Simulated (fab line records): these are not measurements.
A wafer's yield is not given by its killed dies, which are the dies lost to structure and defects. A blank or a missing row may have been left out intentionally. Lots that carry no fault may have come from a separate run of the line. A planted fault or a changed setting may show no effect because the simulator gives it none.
A struck lot beside a sound one | flow gf180mcu | 14 steps out of a route of 602
Sound: wafers L325.4, L325.5, L325.6. Struck: wafers L326.1, L326.5. (L326.3 of the same lot was not struck and is left out.) The cause comes at the end.
For every step that has rows: the tool of each side, followed by ch and its chambers, followed by its first start. Under that, the readings that differ: sound wafers | struck wafers | difference of the means | sigmas: that difference in standard deviations of wafers without a fault.
alike: readings whose means differ by less than 2 such deviations, and words and numbers that are the same on both sides. not compared: withheld readings, readings that some wafer has no value for, bounds like >300 that may hide the same value, and numbers for which the record gives no deviation and whose values overlap.
A row with sigmas, a row that says differs or no value, or rows on one side alone: a step with any of these is where the two part. Non-overlapping numbers with no deviation appear without sigmas and do not part them. A reading missing from all wafers of one side parts the sides only when that side holds two or more wafers.

first, 4 steps without rows for these wafers: GF_V1_SOFTBAKE_10 (time 60 s); GF_V1_EXPOSE_11 (exposes mask Via1, target cd 260 nm); GF_V1_PEB_12 (peb time 90 s); GF_V1_DEVELOP_13 (develop time 60 s).
GF_V1_CD_MEAS_14: the cd target is 260 nm.
  sound on cd_sem-01, day 20 05:20; struck on cd_sem-01, day 20 15:33
  alike: cd_nm
GF_V1_OVL_MEAS_15:
  sound on overlay-01, day 20 05:24; struck on overlay-01, day 20 15:40
  reading     | sound | struck | difference | sigmas
  V1_OVL (nm) | 6 2 1 | -8 -7  | -10        | -2
GF_V1_ETCH_16: etches BARC in N2/H2.
  sound on rie_diel-01 ch 1,2, day 20 05:25; struck on rie_diel-02 ch 1,2, day 20 15:43
  alike: drypump_motor_current_A, oes_product_au, throttle_valve_pct
GF_V1_ETCH_17: etches SiO2 in C4F8/O2/Ar, stops on TiN, target depth 630 nm.
  sound on rie_diel-01 ch 1,2; struck on rie_diel-02 ch 1,2
  alike: oes_product_au
GF_V1_STRIP_18: strips in O2/N2.
  sound on plasma_asher-01 ch 0,1, day 20 05:35; struck on plasma_asher-02 ch 0,1, day 20 15:50
  alike: drypump_motor_current_A, heater_power_w, oes_product_au
  not compared: rf_hours_counter_h
then, 2 steps without rows for these wafers: GF_V1_STRIP_19 (strips in post etch residue remover, time 1200 s); GF_V1_CLEAN_20 (cleans in DIW).
GF_V1_SPUTTER_21: material Ti, target thk 15 nm, time 80.02 s.
  sound on pvd_sputter-02, day 20 06:05; struck on pvd_sputter-03, day 20 16:22
  alike: chamber_pressure_pa, throttle_valve_pct
GF_V1_SPUTTER_22: material TiN, target thk 10 nm, time 40 s.
  sound on pvd_sputter-02, day 20 06:09; struck on pvd_sputter-03, day 20 16:26
  reading                                | sound             | struck      | difference | sigmas
  chamber_pressure_pa (Pa)               | 5.001 4.996 4.994 | 5.835 5.834 | +0.838     | +70
  throttle_valve_pct (%)                 | 31.9 29.2 32.0    | 26.9 27.0   | -4.1       | -4
  model.TiN_of_V1_SPUTTER_22.thk_nm (nm) | 9.543 9.792 9.596 | 8.409 8.417 | -1.231     |
GF_V1_CVD_23: deposits W, target thk 350 nm, time 105.05 s.
  sound on cvd_w-01 ch 0,1, day 20 06:13; struck on cvd_w-01 ch 0, day 20 16:28
  alike: heater_power_w

## WHERE THEY PART
Earliest at GF_V1_OVL_MEAS_15; latest, in this record, at GF_V1_SPUTTER_22. Later steps at which nothing parts them and some readings are alike: GF_V1_CVD_23.

WHY: what the simulator had put in
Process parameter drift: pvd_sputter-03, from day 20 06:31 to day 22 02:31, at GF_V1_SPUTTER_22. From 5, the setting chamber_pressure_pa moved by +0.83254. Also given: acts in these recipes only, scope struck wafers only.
